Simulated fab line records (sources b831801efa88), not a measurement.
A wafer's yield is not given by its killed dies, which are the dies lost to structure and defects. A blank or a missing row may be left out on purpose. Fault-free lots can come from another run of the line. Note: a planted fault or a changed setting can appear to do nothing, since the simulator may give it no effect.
Matching of chambers	flow gf180mcu	GF_V3_CMP_26 on cmp-02 has 4 sister chambers
The step polishes, stops on SiO2, t overpolish 15 s, target thk 0 nm. 8 wafers are shown with their chamber, then 10 later ones without.

WAFERS, EACH WITH ITS CHAMBER
wafer	chamber	motor-current-A (A)	time-to-endpoint-s (s)
L078.5	1	11.9	85
L079.2	1	10.5	86
L082.4	3	10.1	81
L084.3	2	11.3	89
L084.4	0	10.2	89
L084.6	3	9.5	87
L086.2	2	11.2	87
L086.5	0	10.5	86

WAFERS WITHOUT THEIR CHAMBER
wafer	motor-current-A (A)	time-to-endpoint-s (s)
L086.6	11.0	84
L090.1	11.7	92
L090.4	9.3	88
L090.6	10.5	88
L095.4	11.8	87
L095.5	10.0	85
L095.6	11.9	84
L097.1	11.2	82
L097.2	9.1	82
L097.3	10.7	82

CHAMBER TAKEN BY EACH
wafer	from the rows above	in truth
L086.6	can't be placed: 1 or 2 or 0 or 3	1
L090.1	can't be placed: 2 or 1 or 0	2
L090.4	can't be placed: 3 or 0 or 2 or 1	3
L090.6	can't be placed: 0 or 2 or 1 or 3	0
L095.4	can't be placed: 2 or 1 or 0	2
L095.5	can't be placed: 3 or 0 or 1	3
L095.6	can't be placed: 1 or 2 or 0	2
L097.1	can't be placed: 1 or 2 or 3 or 0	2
L097.2	can't be placed: 3 or 0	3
L097.3	can't be placed: 1 or 3 or 0 or 2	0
Correctly placed: 0 of 10. Cannot be placed on the basis of these rows: 10; the candidates contain the true chamber in 10. Number placed wrongly: 0.
How it was worked out, from the rows above alone: a wafer's distance from a chamber is the root of the sum, over the readings, of the square of ((its reading less the chamber's mean) divided by the reading's scatter). If the next closest chamber is less than 2 further off than the closest, the wafer can't be placed; otherwise it belongs to the closest. The mean given for a chamber averages the wafers shown for that chamber. The scatter: the root of (the sum of the squares of (reading less its chamber's mean) over the shown wafers, divided by (wafers less chambers)).
